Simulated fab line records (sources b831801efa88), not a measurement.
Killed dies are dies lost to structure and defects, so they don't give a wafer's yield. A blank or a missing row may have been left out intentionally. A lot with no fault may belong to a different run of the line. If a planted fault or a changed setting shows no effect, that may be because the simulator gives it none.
The same fault as seen by 2 desks	flow gf180mcu	each desk has only its own numbers; what lay behind them comes last

AT THE METROLOGY DESK
Means of the sampled wafers that have a number, per lot and without regard to the tool the lot ran on: this is what the gauges read. The brackets show how far a lot's mean lies from the usual mean; more than 4 standard deviations puts the lot out of limits, marked OUT.
Columns: A = M4_ALCU_RS at GF_M4_RS_MEAS_05, usual 0.0696 ohm/sq; B = M4_ALCU_THK at GF_M4_THK_MEAS_06, usual 450 nm; C = V4_CVD_02_THK at GF_V4_THK_MEAS_03, usual 849 nm
lot	first seen here	A	B	C
L891	day 22 13:54	0.0697	451	847
L893	day 23 15:37	0.0693	451	843
L894	day 24 02:44	0.0702	445	847
L896	day 25 02:28	0.0849 (+28) OUT	386 (-16) OUT	850
L900	day 26 04:47	0.0839 (+26) OUT	391 (-15) OUT	856
L905	day 27 12:51	0.0704	445	849
L907	day 28 01:45	0.0686	454	843
L910	day 28 22:33	0.0697	451	855
L911	day 29 08:16	0.0692	451	846
L912	day 29 12:43	0.0693	451	849
L913	day 29 16:37	0.0702	449	842
Finding of this desk: L896, L900 out of limits, first seen on L896 at day 25 02:28 (M4_ALCU_RS at GF_M4_RS_MEAS_05). L891, L893, L894, L905, L907, L910, L911, L912, L913: within limits.

AT THE TOOL OWNER'S DESK: pvd-sputter-02
The tool's own readings at GF_M4_SPUTTER_02 (material AlCu, target thk 450 nm, time 23.9 s): means of the sampled wafers that have a number, for each lot that ran on this tool. The brackets show how far a lot's mean lies from the usual mean; more than 4 standard deviations puts the lot out of limits, marked OUT.
Columns: A = throttle-valve-pct at GF_M4_SPUTTER_02, usual 29.9 %
lot	first seen here	A
L893	day 23 15:30	29.5
L896	day 25 02:23	29.3
L900	day 26 04:42	29.5
L910	day 28 22:24	29.4
L913	day 29 16:31	29.4
Result from this desk: across the 5 lots, nothing is out of limits.

PUT TOGETHER
L896, L900 would have let the metrology desk raise an alarm at day 25 02:28.
The tool owner's desk saw nothing out of limits.
On record at the tool owner's desk: L896, L900, within its limits.
GF_M4_SPUTTER_02 was run on pvd-sputter-02 by each of the lots named.

WHAT WAS PUT IN BY THE SIMULATOR
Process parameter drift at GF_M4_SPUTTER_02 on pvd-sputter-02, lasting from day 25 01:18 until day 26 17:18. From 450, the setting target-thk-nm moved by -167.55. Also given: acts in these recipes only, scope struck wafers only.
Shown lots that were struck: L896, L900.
Time in hours between the start of the fault and the first out-of-limits reading at each desk: metrology desk, 1.
